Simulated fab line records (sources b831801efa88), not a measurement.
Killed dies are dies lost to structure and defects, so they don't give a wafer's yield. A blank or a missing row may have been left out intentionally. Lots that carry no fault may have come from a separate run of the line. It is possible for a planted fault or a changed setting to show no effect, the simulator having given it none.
Which of the tools did it? / flow sky130 / 36 wafers from 12 lots sampled at 2 of the route's 708 steps

== WHAT THE GAUGES SHOWED, per wafer ==
SKY_VT_ADJUST_NCORE_TW_MEAS_11.
lot=L937; measured=day 8 19:10; on=film_metro-03; VT_ADJUST_NCORE_TW=220.8 220.7 220.6
lot=L940; measured=day 9 19:55; on=film_metro-03; VT_ADJUST_NCORE_TW=218.7 218.9 218.8
lot=L941; measured=day 9 20:53; on=film_metro-04; VT_ADJUST_NCORE_TW=221.1 222.1 221.2
lot=L942; measured=day 10 13:49; on=film_metro-04; VT_ADJUST_NCORE_TW=220.2 219.9 219.8
lot=L943; measured=day 10 14:22; on=film_metro-03; VT_ADJUST_NCORE_TW=220.6 219.5 219.1
lot=L944; measured=day 10 18:53; on=film_metro-03; VT_ADJUST_NCORE_TW=220.6 220.0 220.7
lot=L945; measured=day 11 03:52; on=film_metro-03; VT_ADJUST_NCORE_TW=219.1 217.7 219.9
lot=L947; measured=day 11 15:01; on=film_metro-01; VT_ADJUST_NCORE_TW=218.5 218.6 219.1
lot=L951; measured=day 12 17:53; on=film_metro-01; VT_ADJUST_NCORE_TW=227.6 228.5 227.9 228.3 227.8 228.3
lot=L953; measured=day 13 12:10; on=film_metro-01; VT_ADJUST_NCORE_TW=228.2 228.5 228.3 228.8 228.1 228.5
lot=L959; measured=day 15 02:28; on=film_metro-04; VT_ADJUST_NCORE_TW=222.3 220.8 222.2
lot=L960; measured=day 15 11:01; on=film_metro-01; VT_ADJUST_NCORE_TW=216.2 217.7 217.8

== WHAT TOOL EACH LOT RAN ON (gives the tool, then ch and the chambers of the sampled wafers, and finally the start) ==
lot=L937; SKY_VT_ADJUST_NCORE_IMPLANT_09=implanter-01 ch 0, day 8 18:55
lot=L940; SKY_VT_ADJUST_NCORE_IMPLANT_09=implanter-01 ch 0, day 9 19:42
lot=L941; SKY_VT_ADJUST_NCORE_IMPLANT_09=implanter-04 ch 0, day 9 20:38
lot=L942; SKY_VT_ADJUST_NCORE_IMPLANT_09=implanter-04 ch 0, day 10 13:34
lot=L943; SKY_VT_ADJUST_NCORE_IMPLANT_09=implanter-01 ch 0, day 10 14:07
lot=L944; SKY_VT_ADJUST_NCORE_IMPLANT_09=implanter-02 ch 0, day 10 18:40
lot=L945; SKY_VT_ADJUST_NCORE_IMPLANT_09=implanter-01 ch 0, day 11 03:37
lot=L947; SKY_VT_ADJUST_NCORE_IMPLANT_09=implanter-01 ch 0, day 11 14:46
lot=L951; SKY_VT_ADJUST_NCORE_IMPLANT_09=implanter-01 ch 0, day 12 17:41
lot=L953; SKY_VT_ADJUST_NCORE_IMPLANT_09=implanter-01 ch 0, day 13 11:55
lot=L959; SKY_VT_ADJUST_NCORE_IMPLANT_09=implanter-04 ch 0, day 15 02:14
lot=L960; SKY_VT_ADJUST_NCORE_IMPLANT_09=implanter-04 ch 0, day 15 10:48
- SKY_VT_ADJUST_NCORE_IMPLANT_09

== WHAT THE TOOLS THEMSELVES READ (means of the sampled wafers that have a number; where no wafer has one, the mark that the record gives instead) ==
SKY_VT_ADJUST_NCORE_IMPLANT_09.
lot=L937; tool=implanter-01; beam_on_s (s)=9.87; end_station_pressure_torr (Torr)=4.75e-06; faraday_current_uA=13.76
lot=L940; tool=implanter-01; beam_on_s (s)=10.11; end_station_pressure_torr (Torr)=5.30e-06; faraday_current_uA=13.40
lot=L941; tool=implanter-04; beam_on_s (s)=9.83; end_station_pressure_torr (Torr)=4.99e-06; faraday_current_uA=13.76
lot=L942; tool=implanter-04; beam_on_s (s)=10.11; end_station_pressure_torr (Torr)=5.11e-06; faraday_current_uA=13.39
lot=L943; tool=implanter-01; beam_on_s (s)=9.91; end_station_pressure_torr (Torr)=4.80e-06; faraday_current_uA=13.67
lot=L944; tool=implanter-02; beam_on_s (s)=10.06; end_station_pressure_torr (Torr)=5.07e-06; faraday_current_uA=13.43
lot=L945; tool=implanter-01; beam_on_s (s)=10.13; end_station_pressure_torr (Torr)=5.04e-06; faraday_current_uA=13.35
lot=L947; tool=implanter-01; beam_on_s (s)=10.03; end_station_pressure_torr (Torr)=5.06e-06; faraday_current_uA=13.55
lot=L951; tool=implanter-01; beam_on_s (s)=11.55; end_station_pressure_torr (Torr)=8.13e-05; faraday_current_uA=11.55
lot=L953; tool=implanter-01; beam_on_s (s)=11.68; end_station_pressure_torr (Torr)=7.76e-05; faraday_current_uA=11.39
lot=L959; tool=implanter-04; beam_on_s (s)=10.04; end_station_pressure_torr (Torr)=5.10e-06; faraday_current_uA=13.50
lot=L960; tool=implanter-04; beam_on_s (s)=10.14; end_station_pressure_torr (Torr)=5.09e-06; faraday_current_uA=13.36

== THE ANSWER, worked out from the rows above alone ==
Rule: what is usual is taken from the lots themselves. Put in order of their means at a reading, lots are off if they are a third of the lots or fewer, leave a main group of 4 or more, and stand apart from it by a gap of 3 or more times the standard deviation of the main group's means; of several such gaps the widest counts. A main group is skipped when, at the precision printed for the reading in the tables above, its means are all equal. A lot without any number at a reading at which 4 lots or more have one is off too. All remaining lots with rows at the step are treated as sound. The gauges are gone through in route order, then the tools' own readings, and for those a lot's mean is taken as printed above. The first step at which some lot is off is used, and at that step the reading that is off furthest; a lot without a number counts as furthest.
Off: L951, L953, seen at SKY_VT_ADJUST_NCORE_TW_MEAS_11 (VT_ADJUST_NCORE_TW). Main group: mean 219.8, sd 1.3.
A tool fits if, at a process step before that reading, it ran every lot that is off, and no sound lot after the first of them. Not tried: the gauges at SKY_VT_ADJUST_NCORE_TW_MEAS_11; whatever is off there is also off at SKY_VT_ADJUST_NCORE_IMPLANT_09, on other tools, and gauge error can't account for it. One fits: SKY_VT_ADJUST_NCORE_IMPLANT_09 on implanter-01. A fault onset in the window from L947 (day 11 14:46, its last sound lot) to L951 (day 12 17:41, its first lot off) fits.
The tool's own readings at SKY_VT_ADJUST_NCORE_IMPLANT_09 bear it out: on the lots that are off they differ by more than 5 times the standard deviation of the sound lots' means. beam_on_s reads 11.62 s there against 10.02 s on the sound lots; end_station_pressure_torr reads 7.95e-05 Torr there against 5.03e-06 Torr on the sound lots; faraday_current_uA reads 11.47 there against 13.52 on the sound lots.

== WHAT THE SIMULATOR HAD INSERTED ==
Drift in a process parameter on implanter-01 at SKY_VT_ADJUST_NCORE_IMPLANT_09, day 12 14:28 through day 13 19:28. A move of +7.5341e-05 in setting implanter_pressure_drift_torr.
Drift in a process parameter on implanter-01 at SKY_VT_ADJUST_NCORE_IMPLANT_09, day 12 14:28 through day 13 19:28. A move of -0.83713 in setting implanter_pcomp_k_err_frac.
Struck lots among those shown: L951, L953. The same result came from the rule above.
